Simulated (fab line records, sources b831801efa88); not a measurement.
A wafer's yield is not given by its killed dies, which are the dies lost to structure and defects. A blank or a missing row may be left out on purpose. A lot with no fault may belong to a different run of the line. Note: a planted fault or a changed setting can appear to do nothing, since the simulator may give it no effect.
Chamber matching	flow gf180mcu	4 sister chambers for GF_V3_ETCH_16 on rie_diel-04
The step etches BARC in N2/H2. 20 wafers are shown with their chamber, then 10 later ones without.

WAFERS, EACH WITH ITS CHAMBER
wafer	chamber	drypump_motor_current_A (A)	oes_product_au (a.u.)	throttle_valve_pct (%)
L076.1	1	6.5	0.859	13.224
L076.3	0	4.8	0.857	13.237
L076.5	1	6.4	0.855	13.227
L077.1	3	5.6	0.852	13.207
L077.2	2	5.9	0.871	13.233
L077.4	0	4.8	0.854	13.239
L080.1	0	4.8	0.850	13.227
L080.3	3	5.6	0.856	13.227
L080.5	3	5.6	0.863	13.228
L084.2	0	4.8	0.858	13.210
L084.4	3	5.6	0.860	13.221
L084.6	3	5.6	0.854	13.229
L086.2	3	5.6	0.850	13.220
L086.4	2	5.9	0.853	13.210
L086.5	1	6.5	0.855	13.201
L087.1	3	5.6	0.858	13.221
L087.4	1	6.5	0.855	13.225
L087.6	1	6.5	0.849	13.230
L091.1	2	6.0	0.855	13.235
L091.2	3	5.6	0.845	13.209

SIGNATURES (averages over the wafers above)
reading	chamber 0	chamber 1	chamber 2	chamber 3	scatter within a chamber
drypump_motor_current_A	4.800	6.480	5.933	5.600	0.0303
oes_product_au	0.85475	0.85460	0.85967	0.85475	0.00569
throttle_valve_pct	13.22825	13.22140	13.22600	13.22025	0.011
Rule: a wafer lies at a distance from a chamber equal to the root of the sum of squares, over the readings, of (its reading less the chamber's mean, divided by the reading's scatter). If the next closest chamber is less than 2 further off than the closest, the wafer can't be placed; otherwise it belongs to the closest. The scatter: the root of (the sum of the squares of (reading less its chamber's mean) over the shown wafers, divided by (wafers less chambers)).

WAFERS WITH NO CHAMBER GIVEN
wafer	drypump_motor_current_A (A)	oes_product_au (a.u.)	throttle_valve_pct (%)
L091.3	4.8	0.851	13.233
L092.2	6.5	0.853	13.210
L092.3	5.6	0.853	13.255
L092.6	5.9	0.847	13.220
L095.1	5.9	0.854	13.225
L095.3	6.5	0.853	13.227
L095.4	6.5	0.855	13.229
L097.2	6.5	0.860	13.225
L097.3	4.8	0.855	13.215
L097.6	6.5	0.851	13.213

CHAMBER TAKEN BY EACH
wafer	from the rows above	in truth
L091.3	0	0
L092.2	1	1
L092.3	3	3
L092.6	2	2
L095.1	2	2
L095.3	1	1
L095.4	1	1
L097.2	1	1
L097.3	0	0
L097.6	1	1
10 of 10 placed correctly. Not placeable from these rows: 0. Placed wrongly: 0.
